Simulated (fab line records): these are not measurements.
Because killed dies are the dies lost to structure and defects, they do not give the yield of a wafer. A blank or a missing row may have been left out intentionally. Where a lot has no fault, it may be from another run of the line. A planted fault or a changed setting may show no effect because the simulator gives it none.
Chamber matching :: flow sky130 :: SKY_VIA3_ETCH_15 on rieDiel-01: 4 sister chambers
The step etches SiO2 in C4F8/O2/Ar, stops on TiN, target depth 507 nm, time 78 s. 4 wafers are shown with their chamber, then 8 later ones without.

== WAFERS, EACH WITH ITS CHAMBER ==
wafer: L635.6
chamber: 1
oesProductAu (a.u.): 0.930

wafer: L644.1
chamber: 2
oesProductAu (a.u.): 0.939

wafer: L644.5
chamber: 0
oesProductAu (a.u.): 0.939

wafer: L650.1
chamber: 3
oesProductAu (a.u.): 0.932

== WAFERS WHOSE CHAMBER IS MISSING ==
wafer: L650.5
oesProductAu (a.u.): 0.930

wafer: L650.6
oesProductAu (a.u.): 0.950

wafer: L649.1
oesProductAu (a.u.): 0.937

wafer: L649.2
oesProductAu (a.u.): 0.939

wafer: L649.3
oesProductAu (a.u.): 0.934

wafer: L652.1
oesProductAu (a.u.): 0.942

wafer: L652.3
oesProductAu (a.u.): 0.938

wafer: L652.4
oesProductAu (a.u.): 0.951

== EACH ONE'S CHAMBER ==
wafer: L650.5
from the rows above: can't be placed: 1 or 3 or 0 or 2
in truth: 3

wafer: L650.6
from the rows above: can't be placed: 0 or 2 or 3 or 1
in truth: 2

wafer: L649.1
from the rows above: can't be placed: 0 or 2 or 3 or 1
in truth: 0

wafer: L649.2
from the rows above: can't be placed: 0 or 2 or 3 or 1
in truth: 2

wafer: L649.3
from the rows above: can't be placed: 3 or 1 or 0 or 2
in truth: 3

wafer: L652.1
from the rows above: can't be placed: 0 or 2 or 3 or 1
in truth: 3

wafer: L652.3
from the rows above: can't be placed: 0 or 2 or 3 or 1
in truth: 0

wafer: L652.4
from the rows above: can't be placed: 0 or 2 or 3 or 1
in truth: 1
Correctly placed: 0 of 8. From these rows, 8 cannot be placed; in 8 the true chamber is one of the candidates. Placed wrongly: 0.
How it was worked out, from the rows above alone: a wafer's distance from a chamber is the root of the sum, over the readings, of the square of ((its reading less the chamber's mean) divided by the reading's scatter). The wafer belongs to the nearest chamber; if the next one is less than 2 further off, it can't be placed. The mean given for a chamber averages the wafers shown for that chamber. The scatter: root of mean squared gap, hidden wafer to nearest shown wafer, with one shown wafer a chamber.
